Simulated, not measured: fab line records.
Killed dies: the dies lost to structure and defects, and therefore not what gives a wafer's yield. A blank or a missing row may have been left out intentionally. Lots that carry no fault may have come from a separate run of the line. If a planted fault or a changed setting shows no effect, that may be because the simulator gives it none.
8D (eight disciplines) problem report, filled in by code || flow sky130 || the parts of the form that need people (team, actions taken, sign-off) are left out

1. THE PROBLEM
Mean LDD_N_OVL at SKY_LDD_N_OVL_MEAS_07: -75.1 nm over 12 wafers in 4 lots; fault-free wafers: -0.7 nm, standard deviation 1.4. That is -53 standard deviations from the usual mean.
Seen first at day 19 20:11 on overlay-01, wafer L933.2. At this step, 36 wafers from 12 lots have a number in the record. Rule for "out" (also "out of limits"): further than 4 standard deviations from the usual mean. All remaining wafers that have a number are taken as sound.

2. WHAT IT IS, AND WHAT IT ISN'T
{"question": "which readings at this step", "is": "LDD_N_OVL", "is not": "-"}
{"question": "which lots", "is": "L933, L935, L936, L938", "is not": "L929, L930, L931, L932, L940, L941, L943, L951"}
{"question": "which wafers of those lots", "is": "all that have a number", "is not": "-"}
{"question": "read on which gauges", "is": "overlay-01, overlay-02", "is not": "-"}
{"question": "when", "is": "from day 19 20:11", "is not": "up to then (12 sound wafers); but 12 sound wafers of L940, L941, L943, L951 came after"}

3. WHAT RULES OUT EACH SUSPECT
Counting: a tool stays on the suspect list if, at a process step up to the reading, it processed all lots that are out and no sound lot following the first of them.
- the gauge at SKY_LDD_N_OVL_MEAS_07: ruled out. The wafers that are out were read on 2 gauges (overlay-01, overlay-02).
- iline stepper-01 at SKY_LDD_N_EXPOSE_04 (exposes mask NTM, target cd 840 nm): kept. It processed each lot that is out, first L933 at day 19 05:03, and no sound lot thereafter; up to then, the last sound lot it processed was L931 at day 18 19:13.
After counting, what remains is iline stepper-01 at SKY_LDD_N_EXPOSE_04.

4. THE CAUSE (what the simulator had put in)
Scanner matching overlay: iline stepper-01, from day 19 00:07 on, at SKY_LDD_N_EXPOSE_04. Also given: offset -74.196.
The count eliminated every tool but this one.

5. THE CHAIN OF EFFECTS, in route order
Each row: a reading where the mean over the struck wafers with a number is more than 3 standard deviations away from the usual. Scope: only readings with a usual standard deviation given in the record; hours: median across lots of the time from each lot's start at the first step in this table that gives one to its start at this step; sigmas: change in usual standard deviations.
{"hours": 0, "step": "SKY_LDD_N_OVL_MEAS_07", "reading": "LDD_N_OVL", "usual": "-0.7 nm", "on struck wafers": -75.1, "change": -74.4, "sigmas": -53}
Later measuring or inspecting steps at which every struck wafer that the step has a row for has a number for every such reading, and none has moved that far: SKY_LDD_P_OVL_MEAS_08.

6. WHAT WOULD HAVE CAUGHT IT SOONER
In this record the first reading out of limits at a measuring or inspecting step was taken at day 19 20:11, 20 hours after the fault began at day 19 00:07.
Tool readings at SKY_LDD_N_EXPOSE_04 with a usual standard deviation given in the record: none out on any struck wafer, hence no alarm at a limit of 4 standard deviations on them.
L935, L938, from the lots that are out (4), started SKY_LDD_N_EXPOSE_04 on iline stepper-01 later than day 19 20:11. A hold on the tool at that time would have spared those 2.
